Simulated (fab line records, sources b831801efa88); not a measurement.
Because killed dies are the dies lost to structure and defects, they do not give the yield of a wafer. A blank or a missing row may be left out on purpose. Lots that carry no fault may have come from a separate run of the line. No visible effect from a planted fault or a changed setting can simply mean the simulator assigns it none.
Which tool did it? + flow gf180mcu + 39 wafers from 13 lots sampled at 4 of the route's 602 steps

== WHAT THE GAUGES SHOWED, per wafer ==
GF_TOP_METAL_RS_MEAS_05: uses a four-point probe to measure.
| lot  | measured     | on            | TOP_METAL_ALCU_RS (ohm/sq) |
|------|--------------|---------------|----------------------------|
| L471 | day 27 04:31 | film-metro-03 | 0.0330 0.0329 0.0327       |
| L472 | day 27 14:28 | film-metro-04 | 0.0328 0.0331 0.0327       |
| L473 | day 28 01:02 | film-metro-04 | 0.0336 0.0329 0.0325       |
| L474 | day 28 04:50 | film-metro-02 | 0.0328 0.0327 0.0325       |
| L475 | day 28 17:07 | film-metro-02 | 0.0324 0.0327 0.0325       |
| L477 | day 29 04:45 | film-metro-02 | 0.0325 0.0327 0.0324       |
| L479 | day 30 01:09 | film-metro-04 | 0.0327 0.0326 0.0327       |
| L480 | day 30 05:23 | film-metro-03 | 0.0329 0.0332 0.0327       |
| L483 | day 31 01:22 | film-metro-02 | 0.0331 0.0325 0.0326       |
| L487 | day 31 23:01 | film-metro-02 | 0.0328 0.0329 0.0326       |
| L489 | day 32 13:56 | film-metro-03 | 0.0325 0.0332 0.0329       |
| L492 | day 33 05:07 | film-metro-04 | 0.0327 0.0332 0.0332       |
| L493 | day 33 10:36 | film-metro-04 | 0.0324 0.0324 0.0319       |

GF_TOP_METAL_CD_MEAS_14 targets a cd of 440 nm.
| lot  | measured     | on        | cd-nm (nm)        |
|------|--------------|-----------|-------------------|
| L471 | day 28 00:47 | cd-sem-02 | 439.8 441.4 442.4 |
| L472 | day 28 09:55 | cd-sem-02 | 438.6 441.3 440.7 |
| L473 | day 28 20:25 | cd-sem-01 | 440.8 438.6 440.0 |
| L474 | day 28 23:53 | cd-sem-01 | 440.7 437.4 438.3 |
| L475 | day 29 12:22 | cd-sem-02 | 436.3 438.0 436.7 |
| L477 | day 29 23:37 | cd-sem-02 | 433.6 434.9 434.7 |
| L479 | day 30 19:22 | cd-sem-01 | 438.1 437.9 437.7 |
| L480 | day 30 23:22 | cd-sem-01 | 438.5 439.3 440.2 |
| L483 | day 31 19:19 | cd-sem-01 | 440.5 438.4 438.4 |
| L487 | day 32 15:27 | cd-sem-02 | 439.5 441.5 443.6 |
| L489 | day 33 05:27 | cd-sem-01 | 437.5 436.3 435.9 |
| L492 | day 33 20:48 | cd-sem-01 | 438.7 436.6 440.1 |
| L493 | day 34 01:29 | cd-sem-02 | 442.0 441.0 438.4 |

== EACH LOT AND THE TOOL THAT RAN IT (in order: tool; ch and the chambers of the sampled wafers; start) ==
| lot  | GF_V2_CMP_04                  | GF_V5_CMP_26                  |
|------|-------------------------------|-------------------------------|
| L471 | cmp-01 ch 1,2,3, day 19 03:59 | cmp-02 ch 0,1,2, day 27 04:02 |
| L472 | cmp-01 ch 0,1,2, day 19 15:53 | cmp-01 ch 0,2,3, day 27 13:56 |
| L473 | cmp-01 ch 1,2,3, day 20 04:39 | cmp-02 ch 0,2,3, day 28 00:31 |
| L474 | cmp-01 ch 1,2, day 20 08:29   | cmp-01 ch 0,1,3, day 28 04:17 |
| L475 | cmp-01 ch 1,3, day 20 22:20   | cmp-02 ch 2,3, day 28 16:36   |
| L477 | cmp-01 ch 1,2,3, day 21 13:01 | cmp-02 ch 0,1,3, day 29 04:17 |
| L479 | cmp-02 ch 1,2,3, day 22 15:46 | cmp-01 ch 0,1,3, day 30 00:41 |
| L480 | cmp-01 ch 0,1,3, day 22 21:15 | cmp-02 ch 0,2,3, day 30 04:58 |
| L483 | cmp-01 ch 1,2,3, day 23 22:10 | cmp-01 ch 1,2,3, day 31 00:50 |
| L487 | cmp-02 ch 0,2,3, day 25 00:52 | cmp-01 ch 0,1,3, day 31 22:29 |
| L489 | cmp-02 ch 0,1,2, day 25 15:48 | cmp-01 ch 1,2,3, day 32 13:29 |
| L492 | cmp-02 ch 0,2, day 26 13:32   | cmp-02 ch 2,3, day 33 04:35   |
| L493 | cmp-01 ch 0,1,2, day 26 20:24 | cmp-01 ch 0,1,2, day 33 10:07 |
- GF_V2_CMP_04: polishes SiO2.
- GF_V5_CMP_26: polishes, stops on SiO2, t overpolish 15 s, target thk 0 nm.

== AS READ BY THE TOOLS THEMSELVES (means over the sampled wafers that have a number; for cases with no such wafer, the mark the record gives instead) ==
GF_V2_CMP_04.
| lot  | tool   | motor-current-A (A) | time-to-endpoint-s (s) |
|------|--------|---------------------|------------------------|
| L471 | cmp-01 | 13.1                | 74                     |
| L472 | cmp-01 | 13.0                | 75                     |
| L473 | cmp-01 | 13.2                | 77                     |
| L474 | cmp-01 | 12.9                | 81                     |
| L475 | cmp-01 | 13.5                | 76                     |
| L477 | cmp-01 | 12.4                | 75                     |
| L479 | cmp-02 | 11.5                | 78                     |
| L480 | cmp-01 | 13.1                | 83                     |
| L483 | cmp-01 | 12.9                | 83                     |
| L487 | cmp-02 | 11.1                | 83                     |
| L489 | cmp-02 | 11.3                | 73                     |
| L492 | cmp-02 | 11.3                | 71                     |
| L493 | cmp-01 | 13.4                | 82                     |

GF_V5_CMP_26.
| lot  | tool   | motor-current-A (A) | overpolish-run-s (s) | time-to-endpoint-s (s) |
|------|--------|---------------------|----------------------|------------------------|
| L471 | cmp-02 | 10.7                | 15.002               | 82.4                   |
| L472 | cmp-01 | 11.4                | 14.999               | 85.1                   |
| L473 | cmp-02 | 10.3                | 15.002               | 83.3                   |
| L474 | cmp-01 | 12.5                | 15.004               | 83.3                   |
| L475 | cmp-02 | 10.2                | 14.998               | 83.2                   |
| L477 | cmp-02 | 10.3                | 14.999               | 81.7                   |
| L479 | cmp-01 | 12.4                | 15.004               | 80.6                   |
| L480 | cmp-02 | 10.3                | 15.005               | 83.5                   |
| L483 | cmp-01 | 12.2                | 14.998               | 79.7                   |
| L487 | cmp-01 | 12.0                | 14.998               | 81.6                   |
| L489 | cmp-01 | 12.1                | 14.999               | 82.4                   |
| L492 | cmp-02 | 10.1                | 14.996               | 86.2                   |
| L493 | cmp-01 | 11.6                | 14.999               | 79.9                   |

== THE ANSWER, worked out from the rows above alone ==
Rule: the lots themselves supply what counts as usual. The widest of any qualifying gaps counts: lots, ordered by their means at a reading, are off when they make up no more than a third of the lots, leave a main group of 4 or more, and stand apart from it by 3 or more times the standard deviation of that group's means. A main group is skipped when, at the precision printed for the reading in the tables above, its means are all equal. A lot without any number at a reading at which 4 lots or more have one is off too. All remaining lots with rows at the step are treated as sound. First the gauges in route order, then the tools' own readings, where a lot's mean is used as printed above. The first step at which some lot is off is used, and at that step the reading that is off furthest; a lot without a number counts as furthest.
No lot is off at any reading shown: from this, nothing can be told.

== WHAT WAS PUT IN BY THE SIMULATOR ==
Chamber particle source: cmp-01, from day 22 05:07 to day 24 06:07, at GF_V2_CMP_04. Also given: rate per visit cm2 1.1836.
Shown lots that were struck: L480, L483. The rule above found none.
